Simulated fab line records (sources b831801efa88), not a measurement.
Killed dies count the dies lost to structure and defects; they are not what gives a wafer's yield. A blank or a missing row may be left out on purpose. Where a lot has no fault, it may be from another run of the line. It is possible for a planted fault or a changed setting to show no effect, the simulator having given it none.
fab line records -- flow sky130
record: lots: 12, wafers: 36, lastDay: 50
route steps=708 shown METAL2@503 METAL5@665 PASSIVATION@682 PAD_OPEN@708
lots that met no fault: taken from a fault-free run of the same line
startH: hours from the record's first day to the start of the lot's first wafer shown -- waitH: hours since the lot's step before -- " identical to the entry in the row above -- L1.1+2: a row that stands for several wafers -- - either no value or no given start -- * or withheld: withheld -- < > ~ a bound
route shown NAME@n: names a module that has steps shown in the file, with the first one's number in the route -- usual: mean/standard deviation taken from wafers without a fault -- same: alike in all rows -- chamber/n: place in a boat -- sites: per-site readings -- _std_site: how widely they spread, as a standard deviation -- _edge_site: outer sites' mean less inner sites' -- radiusMm: how far each site lies from the wafer's centre -- mask NAME#n: copy n -- behind: the last tool/chamber to shape the wafer -- hold: what put the lot on hold/how long, in hours/how the hold closed -- device: the transistor (n, p or np) that didn't switch -- end of line: at the end of the route, the tests of the same wafers -- a step given without rows: its recipe and nothing more -- killed: not the wafer's yield, but the dies lost to structure and defects at the first sort -- map: a wafer's dies, marking killed ones x, the rest . and places with no die _
set.NAME: the run value of the setting; set.NAME@STEP: its run value at that earlier step -- model.NAME: the simulator's own value behind a step, which no gauge read
the route's steps for a sample of lots (tables are steps, rows are wafers)
services: the hour from which a tool's chamber was out of use, counted from the record's first day as startH (under 0 if before that day), plus the number of hours and why
== steps ==
step: SKY_METAL2_STRIP_20
recipe: chemistry: O2/N2, powerW: 1400, pressureMtorr: 1500, platenTempC: withheld, o2FlowSccm: 3000, n2FlowSccm: 300, overashFraction: 0.5
usual: drypumpMotorCurrentA: 5.7/0.37, o2FlowSccm: 2999/8.1, oesProductAu: 0.343/0.0047, stripTimeToEndpointS: 2.70/0.035
lot.wafer,tool,chamber,startH,waitH,drypumpMotorCurrentA,o2FlowSccm,oesProductAu,rfHoursCounterH,stripTimeToEndpointS
L717.1,plasmaAsher-04,1,820.85,0.1,6.2,3002,0.344,68,2.73
L717.5,plasmaAsher-04,0,820.85,0.1,5.8,3008,0.343,-,2.71
L717.6,plasmaAsher-04,1,820.85,0.1,6.3,3010,0.342,-,2.74
L719.4,plasmaAsher-04,1,835.33,0.1,6.2,2990,0.336,-,2.74
L719.5,plasmaAsher-04,0,835.33,0.1,5.8,3003,0.348,-,2.65
L719.6,plasmaAsher-04,1,835.33,0.1,6.2,3005,0.344,-,2.70
L720.3,plasmaAsher-04,0,844.30,0.1,5.8,3000,0.342,-,2.70
L720.5,plasmaAsher-04,0,844.30,0.1,5.8,3009,0.348,-,2.68
L720.6,plasmaAsher-04,1,844.30,0.1,6.2,3005,0.339,-,2.68
L724.2,plasmaAsher-04,1,885.08,0.1,6.2,2996,0.344,75,2.60
L724.3,plasmaAsher-04,1,885.08,0.1,6.2,3006,0.345,-,2.68
L724.6,plasmaAsher-04,0,885.08,0.1,5.8,3011,0.336,-,2.63
L723.1,plasmaAsher-02,0,889.61,0.1,5.9,3009,0.341,46,2.69
L723.5,plasmaAsher-02,0,889.61,0.1,5.9,2998,0.353,-,2.69
L723.6,plasmaAsher-02,1,889.61,0.1,5.1,3003,0.339,-,2.71
L725.2,plasmaAsher-02,0,891.98,0.1,5.9,3005,0.344,46,2.72
L725.4,plasmaAsher-02,1,891.98,0.1,5.1,2998,0.337,-,2.74
L725.6,plasmaAsher-02,1,891.98,0.1,5.1,2991,0.348,-,2.76
L726.1,plasmaAsher-01,0,898.53,0.1,5.3,2998,0.343,108,2.72
L726.4,plasmaAsher-01,1,898.53,0.1,5.5,3002,0.354,-,2.75
L726.6,plasmaAsher-01,0,898.53,0.1,5.3,3001,0.354,-,2.75
L727.1,plasmaAsher-01,1,907.35,0.1,5.6,2994,0.346,108,2.69
L727.2,plasmaAsher-01,0,907.35,0.1,5.3,3001,0.347,108,2.63
L727.3,plasmaAsher-01,0,907.35,0.1,5.3,3005,0.338,-,2.69
L732.1,plasmaAsher-01,1,939.33,0.1,5.5,2995,0.334,112,2.66
L732.2,plasmaAsher-01,0,939.33,0.1,5.3,3015,0.345,112,2.68
L732.5,plasmaAsher-01,0,939.33,0.1,5.3,2997,0.347,-,2.71
L734.2,plasmaAsher-01,1,957.85,0.1,5.5,3000,0.339,114,2.68
L734.4,plasmaAsher-01,1,957.85,0.1,5.6,3010,0.338,-,2.71
L734.5,plasmaAsher-01,1,957.85,0.1,5.5,2993,0.336,-,2.67
L735.2,plasmaAsher-01,1,964.41,0.1,5.5,2989,0.337,114,2.72
L735.4,plasmaAsher-01,1,964.41,0.1,5.6,2995,0.334,-,2.64
L735.6,plasmaAsher-01,1,964.41,0.1,5.6,2993,0.342,-,2.65
L737.1,plasmaAsher-02,0,976.95,0.1,5.9,3018,0.346,55,2.72
L737.3,plasmaAsher-02,0,976.95,0.1,5.9,3007,0.341,-,2.73
L737.6,plasmaAsher-02,0,976.95,0.1,5.9,3004,0.344,-,2.76
step: SKY_METAL5_SPUTTER_04
recipe: material: TiN, targetThkNm: 70, powerW: 6500, timeS: 58.3, chamberPressurePa: 0.4
usual: chamberPressurePa: 0.4000/0.00078, throttleValvePct: 29.8/1
lot.wafer,tool,chamber,startH,waitH,chamberPressurePa,throttleValvePct
L717.1,pvdSputter-04,-,1003.33,0.0,0.3997,30.3
L717.5,pvdSputter-04,-,1003.33,0.0,0.4009,29.1
L717.6,pvdSputter-04,-,1003.33,0.0,0.4006,30.9
L719.4,pvdSputter-04,-,1019.32,0.0,0.3997,30.3
L719.5,pvdSputter-04,-,1019.32,0.0,0.4017,30.6
L719.6,pvdSputter-04,-,1019.32,0.0,0.3994,29.1
L720.3,pvdSputter-02,-,1025.14,0.0,0.3992,29.8
L720.5,pvdSputter-02,-,1025.14,0.0,0.3990,29.6
L720.6,pvdSputter-02,-,1025.14,0.0,0.4004,30.1
L724.2,pvdSputter-04,-,1062.43,0.0,0.3999,30.1
L724.3,pvdSputter-04,-,1062.43,0.0,0.4010,29.8
L724.6,pvdSputter-04,-,1062.43,0.0,0.3998,29.8
L723.1,pvdSputter-04,-,1065.17,0.0,0.4012,30.3
L723.5,pvdSputter-04,-,1065.17,0.0,0.4005,30.7
L723.6,pvdSputter-04,-,1065.17,0.0,0.4011,29.2
L725.2,pvdSputter-03,-,1068.17,0.0,0.3991,31.2
L725.4,pvdSputter-03,-,1068.17,0.0,0.3996,31.2
L725.6,pvdSputter-03,-,1068.17,0.0,0.4002,31.5
L726.1,pvdSputter-04,-,1074.24,0.0,0.4004,29.0
L726.4,pvdSputter-04,-,1074.24,0.0,0.4003,30.4
L726.6,pvdSputter-04,-,1074.24,0.0,0.3997,30.0
L727.1,pvdSputter-04,-,1080.25,0.0,0.3995,30.7
L727.2,pvdSputter-04,-,1080.25,0.0,0.4006,30.4
L727.3,pvdSputter-04,-,1080.25,0.0,0.3990,30.2
L732.1,pvdSputter-03,-,1106.09,0.0,0.3998,28.7
L732.2,pvdSputter-03,-,1106.09,0.0,0.4003,31.6
L732.5,pvdSputter-03,-,1106.09,0.0,0.4007,28.6
L734.2,pvdSputter-04,-,1121.32,0.0,0.3998,29.8
L734.4,pvdSputter-04,-,1121.32,0.0,0.4006,29.4
L734.5,pvdSputter-04,-,1121.32,0.0,0.4002,30.9
L735.2,pvdSputter-02,-,1126.52,0.0,0.3998,30.0
L735.4,pvdSputter-02,-,1126.52,0.0,0.4014,29.4
L735.6,pvdSputter-02,-,1126.52,0.0,0.3999,30.3
L737.1,pvdSputter-03,-,1139.27,0.0,0.3992,28.8
L737.3,pvdSputter-03,-,1139.27,0.0,0.3999,31.6
L737.6,pvdSputter-03,-,1139.27,0.0,0.4003,31.3
step: SKY_PASSIVATION_THK_MEAS_01
recipe: reads: SiO2_of_PASSIVATION_CVD_00
usual: PASSIVATION_CVD_00_THK: 90.1/1.2
lot.wafer,tool,chamber,startH,waitH,PASSIVATION_CVD_00_THK[nm]
L717.1,filmMetro-02,-,1027.00,-,88.3
L717.5,filmMetro-02,-,1027.00,-,88.9
L717.6,filmMetro-02,-,1027.00,-,89.5
L719.4,filmMetro-04,-,1042.67,-,90.5
L719.5,filmMetro-04,-,1042.67,-,89.2
L719.6,filmMetro-04,-,1042.67,-,90.8
L720.3,filmMetro-02,-,1048.07,-,89.4
L720.5,filmMetro-02,-,1048.07,-,91.4
L720.6,filmMetro-02,-,1048.07,-,90.0
L724.2,filmMetro-01,-,1084.11,-,89.2
L724.3,filmMetro-01,-,1084.11,-,88.4
L724.6,filmMetro-01,-,1084.11,-,88.9
L723.1,filmMetro-02,-,1086.18,-,89.0
L723.5,filmMetro-02,-,1086.18,-,90.2
L723.6,filmMetro-02,-,1086.18,-,91.0
L725.2,filmMetro-02,-,1089.07,-,90.3
L725.4,filmMetro-02,-,1089.07,-,92.1
L725.6,filmMetro-02,-,1089.07,-,91.1
L726.1,filmMetro-02,-,1095.85,-,88.6
L726.4,filmMetro-02,-,1095.85,-,90.4
L726.6,filmMetro-02,-,1095.85,-,90.2
L727.1,filmMetro-01,-,1101.38,-,90.4
L727.2,filmMetro-01,-,1101.38,-,91.7
L727.3,filmMetro-01,-,1101.38,-,89.5
L732.1,filmMetro-04,-,1126.22,-,90.5
L732.2,filmMetro-04,-,1126.22,-,90.0
L732.5,filmMetro-04,-,1126.22,-,90.8
L734.2,filmMetro-01,-,1141.04,-,89.2
L734.4,filmMetro-01,-,1141.04,-,89.1
L734.5,filmMetro-01,-,1141.04,-,89.1
L735.2,filmMetro-04,-,1146.32,-,89.7
L735.4,filmMetro-04,-,1146.32,-,89.6
L735.6,filmMetro-04,-,1146.32,-,90.3
L737.1,filmMetro-02,-,1157.69,-,89.2
L737.3,filmMetro-02,-,1157.69,-,89.3
L737.6,filmMetro-02,-,1157.69,-,91.2
step: SKY_PASSIVATION_THK_MEAS_03
recipe: reads: Si3N4_of_PASSIVATION_CVD_02
usual: PASSIVATION_CVD_02_THK: 541/6.6
lot.wafer,tool,chamber,startH,waitH,PASSIVATION_CVD_02_THK[nm]
L717.1,filmMetro-04,-,1027.29,-,533
L717.5,filmMetro-04,-,1027.29,-,546
L717.6,filmMetro-04,-,1027.29,-,546
L719.4,filmMetro-02,-,1042.96,-,550
L719.5,filmMetro-02,-,1042.96,-,545
L719.6,filmMetro-02,-,1042.96,-,548
L720.3,filmMetro-02,-,1048.35,-,544
L720.5,filmMetro-02,-,1048.35,-,548
L720.6,filmMetro-02,-,1048.35,-,550
L724.2,filmMetro-01,-,1084.51,-,531
L724.3,filmMetro-01,-,1084.51,-,530
L724.6,filmMetro-01,-,1084.51,-,537
L723.1,filmMetro-02,-,1086.47,-,544
L723.5,filmMetro-02,-,1086.47,-,551
L723.6,filmMetro-02,-,1086.47,-,556
L725.2,filmMetro-01,-,1089.36,-,536
L725.4,filmMetro-01,-,1089.36,-,552
L725.6,filmMetro-01,-,1089.36,-,542
L726.1,filmMetro-02,-,1096.14,-,529
L726.4,filmMetro-02,-,1096.14,-,540
L726.6,filmMetro-02,-,1096.14,-,537
L727.1,filmMetro-04,-,1101.67,-,535
L727.2,filmMetro-04,-,1101.67,-,544
L727.3,filmMetro-04,-,1101.67,-,531
L732.1,filmMetro-01,-,1126.51,-,539
L732.2,filmMetro-01,-,1126.51,-,535
L732.5,filmMetro-01,-,1126.51,-,546
L734.2,filmMetro-04,-,1141.32,-,538
L734.4,filmMetro-04,-,1141.32,-,545
L734.5,filmMetro-04,-,1141.32,-,546
L735.2,filmMetro-02,-,1146.61,-,541
L735.4,filmMetro-02,-,1146.61,-,554
L735.6,filmMetro-02,-,1146.61,-,549
L737.1,filmMetro-01,-,1157.97,-,541
L737.3,filmMetro-01,-,1157.97,-,531
L737.6,filmMetro-01,-,1157.97,-,541
step: SKY_PAD_OPEN_PROBE_99
usual: defectLimitedYield: 82.0/1.9, killed_at_M0_to_M3: 45/6.9, killed_at_M4_up: 3.0/1.7, killedAtContacts: 25/5.6, killedAtFrontEnd: 15/4.2, killedAtOther: 0.3/0.55, killedDies: 89/9.6, killedOpen: 49/7.2, killedShort: 39/6.5, sort_bin_3_pad_short: 0.9/0.44, sort_bin_5_function: 10.7/1.4, sort_bin_6_memory: 6.4/1.3, sortNPass: 403/9.6, sortYieldPct: 82.0/1.9
same: grossDies: 492, killedAtBackSide: 0, sort_bin_4_leakage[%]: 0, sort_bin_8_speed[%]: 0
lot.wafer,tool,chamber,startH,waitH,defectLimitedYield[%],killed_at_M0_to_M3,killed_at_M4_up,killedAtContacts,killedAtFrontEnd,killedAtOther,killedDies,killedOpen,killedShort,sort_bin_3_pad_short[%],sort_bin_5_function[%],sort_bin_6_memory[%],sortNPass,sortYieldPct[%]
L732.1,prober-01,-,1165.89,0.1,73.0,96,2,22,13,0,133,55,33,2.6,16.9,7.5,359,73.0
L732.2,prober-01,-,1165.94,0.1,79.9,44,4,33,18,0,99,51,48,0.8,10.4,8.9,393,79.9
L732.5,prober-01,-,1166.09,0.2,80.5,36,8,38,13,1,96,45,51,1.6,10.0,7.9,396,80.5
L734.2,prober-01,-,1178.53,0.1,70.9,100,8,22,13,0,143,49,41,3.7,19.5,5.9,349,70.9
L734.4,prober-01,-,1178.63,0.2,73.8,83,1,27,17,1,129,40,39,3.7,17.3,5.3,363,73.8
L734.5,prober-01,-,1178.68,0.2,75.8,86,2,23,7,1,119,45,26,2.6,15.9,5.7,373,75.8
L735.2,prober-02,-,1183.07,0.1,75.4,81,2,23,15,0,121,39,34,3.5,15.4,5.7,371,75.4
L735.4,prober-02,-,1183.17,0.2,73.0,90,3,29,11,0,133,50,38,2.8,17.9,6.3,359,73.0
L735.6,prober-02,-,1183.27,0.2,73.2,84,3,27,18,0,132,43,44,4.3,15.9,6.7,360,73.2
killed by level:class
L732.1 METAL2:unspecified=45 CONTACT:geometricParticle:open=11 VIA1:geometricParticle:open=10 VIA2:geometricParticle:open=9 VIA3:geometricParticle:open=9 VIA1:geometricParticle:short=5 LI_CONTACT:geometricParticle:open=4 METAL2:geometricParticle:short=4
L732.2 CONTACT:geometricParticle:open=16 VIA1:geometricParticle:open=11 LI_CONTACT:geometricParticle:open=8 METAL2:geometricParticle:short=7 VIA1:geometricParticle:short=6 CONTACT:geometricParticle:short=5 POLY_GATE:geometricParticle:short=5 VIA2:geometricParticle:short=4
L732.5 CONTACT:geometricParticle:open=15 CONTACT:geometricParticle:short=11 VIA1:geometricParticle:open=8 METAL4:geometricParticle:short=7 LOCAL_INTERCONNECT:geometricParticle:short=6 VIA2:geometricParticle:open=6 VIA1:geometricParticle:short=5 METAL2:geometricParticle:short=5
L734.2 METAL2:unspecified=53 VIA1:geometricParticle:open=14 CONTACT:geometricParticle:open=8 VIA2:geometricParticle:open=7 LI_CONTACT:geometricParticle:open=6 VIA1:geometricParticle:short=6 METAL4:geometricParticle:short=6 METAL2:geometricParticle:short=5
L734.4 METAL2:unspecified=50 CONTACT:geometricParticle:open=12 VIA2:geometricParticle:short=6 VIA1:geometricParticle:open=5 VIA3:geometricParticle:open=5 FIELD_ISO:geometricParticle:short=4 LI_CONTACT:geometricParticle:short=4 LI_CONTACT:geometricParticle:open=4
L734.5 METAL2:unspecified=48 VIA1:geometricParticle:open=14 LI_CONTACT:geometricParticle:open=9 CONTACT:geometricParticle:open=7 VIA2:geometricParticle:short=5 POLY_GATE:geometricParticle:open=4 VIA2:geometricParticle:open=4 LOCAL_INTERCONNECT:geometricParticle:short=3
L735.2 METAL2:unspecified=47 VIA1:geometricParticle:open=13 CONTACT:geometricParticle:short=7 METAL1:geometricParticle:short=7 METAL3:geometricParticle:short=6 LI_CONTACT:geometricParticle:open=6 FIELD_ISO:geometricParticle:open=5 POLY_GATE:geometricParticle:short=3
L735.4 METAL2:unspecified=45 CONTACT:geometricParticle:open=11 VIA1:geometricParticle:open=11 VIA2:geometricParticle:open=9 LI_CONTACT:geometricParticle:open=8 CONTACT:geometricParticle:short=6 METAL2:geometricParticle:short=5 VIA2:geometricParticle:short=5
L735.6 METAL2:unspecified=42 CONTACT:geometricParticle:open=11 VIA2:geometricParticle:open=9 VIA1:geometricParticle:short=6 CONTACT:geometricParticle:short=6 VIA1:geometricParticle:open=6 FIELD_ISO:geometricParticle:short=5 LI_CONTACT:geometricParticle:open=5
== services ==
tool,chamber,startH,hours,kind
pvdSputter-04,2,864.68,-,consumableReplace:kit
pvdSputter-04,2,864.68,18.0,scheduledDown
pvdSputter-04,2,864.68,18.0,ventCycle
plasmaAsher-01,-,896.91,1.6,repair
plasmaAsher-02,-,897.58,1.9,repair
pvdSputter-04,-,913.38,1.6,repair
pvdSputter-02,-,965.01,2.7,repair
pvdSputter-04,-,1010.48,1.7,repair
pvdSputter-04,1,1017.32,-,consumableReplace:kit
pvdSputter-04,1,1017.32,18.0,scheduledDown
pvdSputter-04,1,1017.32,18.0,ventCycle
pvdSputter-02,-,1042.02,13.8,repair
plasmaAsher-01,-,1055.25,9.0,pm
plasmaAsher-01,0,1055.25,9.0,ventCycle
plasmaAsher-01,1,1055.25,9.0,ventCycle
plasmaAsher-01,0,1064.25,-,clean
plasmaAsher-01,1,1064.25,-,clean
pvdSputter-02,-,1067.48,12.5,repair
pvdSputter-03,1,1077.45,-,consumableReplace:kit
plasmaAsher-02,-,1089.96,0.7,repair
plasmaAsher-04,-,1131.39,2.8,pm
pvdSputter-04,0,1133.40,-,consumableReplace:kit
pvdSputter-04,0,1133.40,18.0,scheduledDown
pvdSputter-04,0,1133.40,18.0,ventCycle
== key ==
firstSign: step: SKY_PAD_OPEN_PROBE_99, reading: killed_at_M0_to_M3, direction: up, sigmas: 6.4, usual: 45, struck: 89
effect: step: SKY_PAD_OPEN_PROBE_99, reading: sort_bin_3_pad_short, direction: up, sigmas: 5.4, usual: 0.9, struck: 3.3
metAt SKY_METAL2_STRIP_20
struckLots L732,L734,L735
struckWafers L732.1,L734.2,L734.4,L734.5,L735.2,L735.4,L735.6
notActingAt SKY_METAL5_SPUTTER_04,SKY_PASSIVATION_THK_MEAS_01,SKY_PASSIVATION_THK_MEAS_03
onsetBetween 907.35 939.33
fault: kind: chamberParticleSource, tool: plasmaAsher-01, chamber: 1, onsetH: 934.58, steps: SKY_METAL2_STRIP_20, ratePerVisitCm2: 1.1921, endH: 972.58
